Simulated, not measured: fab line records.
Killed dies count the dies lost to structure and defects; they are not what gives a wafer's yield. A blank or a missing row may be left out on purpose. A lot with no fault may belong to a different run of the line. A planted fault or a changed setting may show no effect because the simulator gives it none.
Which tool is to blame?    flow sky130    36 wafers from 12 lots sampled at 3 of the route's 708 steps

## WHAT THE GAUGES READ, wafer by wafer
SKY_VIA4_RS_MEAS_19: the measuring method here is four-point-probe. Usual: VIA4_W_RS gives 0.2285 ohm/sq (standard deviation 0.0021).
lot   measured      on             VIA4_W_RS (ohm/sq)    flag
L182  day 42 10:29  film-metro-03  0.2283 0.2316 0.2285  
L183  day 42 21:30  film-metro-01  0.2302 0.2315 0.2281  
L185  day 43 18:40  film-metro-03  0.2289 0.2288 0.2276  
L186  day 44 00:12  film-metro-03  0.2285 0.2261 0.2293  
L190  day 45 00:05  film-metro-01  0.2276 0.2264 0.2277  
L191  day 45 10:28  film-metro-01  0.2274 0.2316 0.2259  
L192  day 45 14:07  film-metro-02  0.2286 0.2315 0.2289  
L197  day 47 01:20  film-metro-02  0.2305 0.2303 0.2308  
L198  day 47 03:53  film-metro-03  0.2311 0.2326 0.2311  
L199  day 47 05:38  film-metro-03  0.2270 0.2260 0.2288  
L203  day 48 05:37  film-metro-03  0.2271 0.2258 0.2271  
L204  day 48 12:28  film-metro-03  0.2232 0.2257 0.2235  

SKY_VIA4_THK_MEAS_20: measures by xrf. Usual: VIA4_W_THK gives 508 nm (standard deviation 6.1).
lot   measured      on             VIA4_W_THK (nm)  flag
L182  day 42 10:36  film-metro-03  507 504 507      
L183  day 42 21:37  film-metro-01  502 500 506      
L185  day 43 18:47  film-metro-03  507 507 513      
L186  day 44 00:19  film-metro-03  509 511 508      
L190  day 45 00:13  film-metro-01  507 509 506      
L191  day 45 10:35  film-metro-01  507 498 508      
L192  day 45 14:13  film-metro-02  503 494 502      
L197  day 47 01:26  film-metro-02  509 504 504      
L198  day 47 04:01  film-metro-03  507 503 508      
L199  day 47 05:46  film-metro-03  514 521 511      
L203  day 48 05:43  film-metro-03  512 514 514      
L204  day 48 12:34  film-metro-03  522 519 520      

## WHICH TOOL RAN EACH LOT (tool, then ch and the chambers of the sampled wafers, then the start)
lot   SKY_METAL4_DESCUM_15
L182  rie-metal-01 ch 0,1, day 41 08:28
L183  rie-metal-01 ch 0, day 41 19:07
L185  rie-metal-03 ch 0,1, day 42 17:17
L186  rie-metal-01 ch 0,1, day 42 22:34
L190  rie-metal-04 ch 0,1, day 43 23:01
L191  rie-metal-01 ch 0,1, day 44 10:22
L192  rie-metal-03 ch 0, day 44 13:59
L197  rie-metal-01 ch 0,1, day 46 03:25
L198  rie-metal-04 ch 0,1, day 46 04:55
L199  rie-metal-03 ch 0,1, day 46 07:46
L203  rie-metal-01 ch 0,1, day 47 07:47
L204  rie-metal-04 ch 0,1, day 47 15:50
- SKY_METAL4_DESCUM_15: chemistry O2, time 8 s.

## WHAT THE TOOLS THEMSELVES READ (means of the sampled wafers that have a number; where no wafer has one, the mark that the record gives instead)
SKY_METAL4_DESCUM_15. Usual: drypump-motor-current-A 5.6 A, standard deviation 0.34; oes-product-au 1.005 a.u., standard deviation 0.01.
lot   tool          drypump-motor-current-A (A)  oes-product-au (a.u.)  flag
L182  rie-metal-01  5.4                          0.997                  
L183  rie-metal-01  6.1                          1.012                  
L185  rie-metal-03  5.7                          1.014                  
L186  rie-metal-01  5.4                          1.003                  
L190  rie-metal-04  5.4                          1.009                  
L191  rie-metal-01  5.4                          0.999                  
L192  rie-metal-03  5.6                          1.016                  
L197  rie-metal-01  5.7                          0.991                  
L198  rie-metal-04  5.4                          1.006                  
L199  rie-metal-03  5.7                          1.020                  
L203  rie-metal-01  5.7                          0.999                  
L204  rie-metal-04  5.6                          1.005                  

## THE ANSWER, worked out from the rows above alone
Rule: take the mean of a lot's wafers that have a number; if it is more than 3 standard deviations from the usual mean, the lot is off. Also off: a lot with no number at a reading for which 4 or more lots have one. Any other lot the step has rows for is counted as sound. The gauges are gone through in route order, then the tools' own readings, and for those a lot's mean is taken as printed above. The first step at which some lot is off is used, and at that step the reading that is off furthest; a lot without a number counts as furthest.
No lot is off at any reading shown: from this, nothing can be told.

## WHAT WAS PUT IN BY THE SIMULATOR
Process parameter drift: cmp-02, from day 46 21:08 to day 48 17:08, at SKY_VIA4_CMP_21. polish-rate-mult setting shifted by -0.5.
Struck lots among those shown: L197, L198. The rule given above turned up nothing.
